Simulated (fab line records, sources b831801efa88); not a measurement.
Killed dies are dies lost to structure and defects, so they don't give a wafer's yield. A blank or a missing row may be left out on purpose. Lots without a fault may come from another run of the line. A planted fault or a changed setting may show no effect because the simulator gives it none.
A struck lot beside a sound one | flow sky130 | 16 steps out of a route of 708
Sound: wafers L962.2, L962.4, L962.6. Struck: wafers L968.1, L968.3, L968.5. The cause comes at the end.
At each step with rows: each side's tool, then ch and its chambers, then its first start. Under that, the readings that differ: sound wafers | struck wafers | difference of the means | sigmas: that difference in standard deviations of wafers without a fault.
alike: readings whose means differ by less than 2 such deviations, and words and numbers that are the same on both sides. not compared: withheld readings, readings that some wafer has no value for, bounds like >300 that may hide the same value, and numbers for which the record gives no deviation and whose values overlap.
The two part at a step that has a row with sigmas, a row that says differs or no value, or rows on one side only. Numbers that don't overlap but have no deviation are shown without sigmas and don't part them. A reading that every wafer of one side lacks parts them only if that side has two wafers or more.

first, 1 step without rows for these wafers: SKY_VT_ADJUST_LVTN_IMPLANT_19.
SKY_VT_ADJUST_LVTN_STRIP_20: strips in O2/N2.
  sound on plasma_asher-04 ch 1, day 8 23:57; struck on plasma_asher-04 ch 0,1, day 10 18:08
  alike: drypump_motor_current_A, oes_product_au, strip_time_to_endpoint_s
  not compared: rf_hours_counter_h
SKY_VT_ADJUST_LVTN_TW_MEAS_21:
  sound on film_metro-03, day 9 00:04; struck on film_metro-03, day 10 18:14
  alike: VT_ADJUST_LVTN_2_TW
then, 7 steps without rows for these wafers: SKY_VT_ADJUST_NCORE_DEHYDRATE_00 (time 60 s); SKY_VT_ADJUST_NCORE_HMDS_01 (prime time 60 s); SKY_VT_ADJUST_NCORE_COAT_02 (resist thk 1140 nm); SKY_VT_ADJUST_NCORE_SOFTBAKE_03 (time 60 s); SKY_VT_ADJUST_NCORE_EXPOSE_04 (exposes mask LVTN COMPLEMENT THIN, target cd 380 nm); SKY_VT_ADJUST_NCORE_PEB_05; SKY_VT_ADJUST_NCORE_DEVELOP_06 (develop time 60 s).
SKY_VT_ADJUST_NCORE_CD_MEAS_07: target cd 380 nm.
  sound on cd_sem-01, day 9 21:37; struck on cd_sem-01, day 11 18:10
  alike: cd_nm
SKY_VT_ADJUST_NCORE_OVL_MEAS_08:
  sound on overlay-02, day 9 21:44; struck on overlay-01, day 11 18:17
  alike: VT_ADJUST_NCORE_OVL
SKY_VT_ADJUST_NCORE_IMPLANT_09:
  sound on implanter-01 ch 0, day 9 21:47; struck on implanter-01 ch 0, day 11 18:19
  reading            | sound             | struck            | difference | sigmas
  beam_on_s (s)      | 10.16 9.89 10.27  | 12.25 12.50 12.45 | +2.29      | +11
  faraday_current_uA | 13.29 13.73 13.19 | 11.08 10.81 10.86 | -2.49      | -9
SKY_VT_ADJUST_NCORE_STRIP_10: strips in O2/N2.
  sound on plasma_asher-02 ch 0,1, day 9 21:55; struck on plasma_asher-02 ch 0,1, day 11 18:28
  alike: drypump_motor_current_A, oes_product_au, strip_time_to_endpoint_s
  not compared: rf_hours_counter_h
SKY_VT_ADJUST_NCORE_TW_MEAS_11:
  sound on film_metro-02, day 9 22:01; struck on film_metro-02, day 11 18:47
  reading            | sound             | struck            | difference | sigmas
  VT_ADJUST_NCORE_TW | 218.8 217.5 217.7 | 234.6 234.4 234.3 | +16.4      | +10
  not compared: hold
-- the record jumps here: 37 days lie between the struck wafers' starts before and after (it left off in module VT_ADJUST_NCORE and takes up again in module PAD_OPEN, whose first step shown is number 708 of the route) --
SKY_PAD_OPEN_PROBE_99:
  sound on prober-02, day 47 06:07; struck on prober-01, day 48 10:37
  reading                                    | sound                         | struck                        | difference | sigmas
  killed_at_M0_to_M3                         | 36 35 36                      | 44 49 61                      | +16        | +2
  model.etest.nfet_16v.r_on_ohm_um           | 1.351e+04 1.353e+04 1.342e+04 | 1.552e+04 1.548e+04 1.585e+04 | +2.130e+03 |
  model.etest.pfet_g5v0d10v5.r_on_ohm_um     | 4735 4795 4802                | 4582 4441 4549                | -253       |
  model.etest.tip_p.rs_ohm_sq                | 6874 6971 6887                | 6649 6646 6597                | -280       |
  model.etest.res_pwell_under_gate.rs_ohm_sq | 2306 2273 2289                | 2235 2220 2232                | -60        |
  model.etest.nfet_g5v0d10v5.r_on_ohm_um     | 1854 1890 1866                | 1976 1955 1998                | +106       |
  model.etest.tip_p_5v.rs_ohm_sq             | 2852 2856 2869                | 2806 2788 2795                | -63        |
  model.etest.tip_n_5v.rs_ohm_sq             | 1376 1374 1383                | 1421 1428 1432                | +49        |
  alike: killed_at_M4_up, killed_at_contacts, killed_at_front_end, killed_at_other, killed_dies, killed_open, killed_short
  not compared: model.etest.pfet_16v.r_on_ohm_um

WHERE THEY PART
First at SKY_VT_ADJUST_NCORE_IMPLANT_09; last, within this record, at SKY_PAD_OPEN_PROBE_99.

WHY: what the simulator had put in
Process parameter drift: implanter-01, from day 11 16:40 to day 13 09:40, at SKY_VT_ADJUST_NCORE_IMPLANT_09. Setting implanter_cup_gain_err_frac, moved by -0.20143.
